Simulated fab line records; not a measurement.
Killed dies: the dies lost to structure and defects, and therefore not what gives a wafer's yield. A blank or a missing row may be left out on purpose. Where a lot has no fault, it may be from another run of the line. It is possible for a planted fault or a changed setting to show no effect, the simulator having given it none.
A struck lot beside a sound one -- flow sky130 -- 15 out of 708 route steps
Sound: wafers L977.3, L977.4, L977.6. The struck wafers were L990.4, L990.5, L990.6. The cause is named last.
At each step with rows: each side's tool, then ch and its chambers, then its first start. Under that, the readings that differ: sound wafers -- struck wafers -- difference of the means -- sigmas: that difference in standard deviations of wafers without a fault.
alike: same words and numbers on both sides, and readings whose means sit less than 2 such deviations apart. not compared: any withheld reading, any reading some wafer has no value for, any bound like >300 that may hide the same value, and any number with overlapping values for which the record gives no deviation.
A row with sigmas, a row that says differs or no value, or rows on one side alone: a step with any of these is where the two part. Non-overlapping numbers with no deviation appear without sigmas and do not part them. A reading that every wafer of one side lacks parts them only if that side has two wafers or more.

SKY_METAL5_SPUTTER_01: material TiN, target thk 20 nm, time 16.7 s.
  sound on pvd_sputter-02 at day 42 17:02; struck on pvd_sputter-02 at day 46 07:04
  alike: throttle_valve_pct
SKY_METAL5_SPUTTER_02: material AlCu, target thk 1150 nm, time 61.2 s.
  sound on pvd_sputter-02 at day 42 17:04; struck on pvd_sputter-02 at day 46 07:05
  alike: throttle_valve_pct
SKY_METAL5_SPUTTER_03: material Ti, target thk 5 nm, time 3.3 s.
  sound on pvd_sputter-02 at day 42 17:07; struck on pvd_sputter-02 at day 46 07:08
  alike: throttle_valve_pct
SKY_METAL5_SPUTTER_04: material TiN, target thk 70 nm, time 58.3 s.
  sound on pvd_sputter-02 at day 42 17:08; struck on pvd_sputter-02 at day 46 07:10
  alike: throttle_valve_pct
SKY_METAL5_RS_MEAS_05: measures by four-point-probe.
  sound on film_metro-01 at day 42 17:14; struck on film_metro-04 at day 46 07:16
reading,sound,struck,difference,sigmas
METAL5_ALCU_RS (ohm/sq),0.0266 0.0264 0.0266,0.0276 0.0272 0.0270,+0.0007,+2
SKY_METAL5_THK_MEAS_06: measures by xrf.
  sound on film_metro-01 at day 42 17:20; struck on film_metro-04 at day 46 07:22
  alike: METAL5_ALCU_THK
then, 6 steps without rows for these wafers: SKY_METAL5_DEHYDRATE_07 (time 60 s); SKY_METAL5_HMDS_08 (prime time 60 s); SKY_METAL5_COAT_09 (resist thk 1800 nm); SKY_METAL5_SOFTBAKE_10 (time 60 s); SKY_METAL5_EXPOSE_11 (exposes mask MM5, target cd 1600 nm); SKY_METAL5_PEB_12.
SKY_METAL5_DEVELOP_13: develop time 60 s.
  sound on litho_track-03 ch 0, day 43 15:17; struck on litho_track-03 ch 0, day 47 02:21
reading,sound,struck,difference,sigmas
developer_temp_C (C),23.02 23.07 22.99,25.27 25.18 25.23,+2.20,+23
SKY_METAL5_DESCUM_14: chemistry O2, time 11 s.
  sound on rie_metal-04 ch 0,1, day 43 15:23; struck on rie_metal-02 ch 0,1, day 47 02:26
  alike: drypump_motor_current_A, oes_product_au
  not compared: rf_hours_counter_h
SKY_PAD_OPEN_PROBE_99:
  sound on prober-02 at day 45 15:20; struck on prober-01 at day 48 19:20
  alike: defect_limited_yield, killed_at_M0_to_M3, killed_at_M4_up, killed_at_contacts, killed_at_front_end, killed_at_other, killed_dies, killed_on_rim, killed_open, killed_short, sort_bin_3_pad_short, sort_bin_5_function, sort_bin_6_memory, sort_n_pass, sort_yield_pct

== WHERE THEY PART ==
Last at SKY_METAL5_DEVELOP_13 as far as this record goes, first at SKY_METAL5_RS_MEAS_05. Later steps at which nothing parts them and some readings are alike: SKY_METAL5_DESCUM_14, SKY_PAD_OPEN_PROBE_99.

WHY: whatever the simulator had introduced
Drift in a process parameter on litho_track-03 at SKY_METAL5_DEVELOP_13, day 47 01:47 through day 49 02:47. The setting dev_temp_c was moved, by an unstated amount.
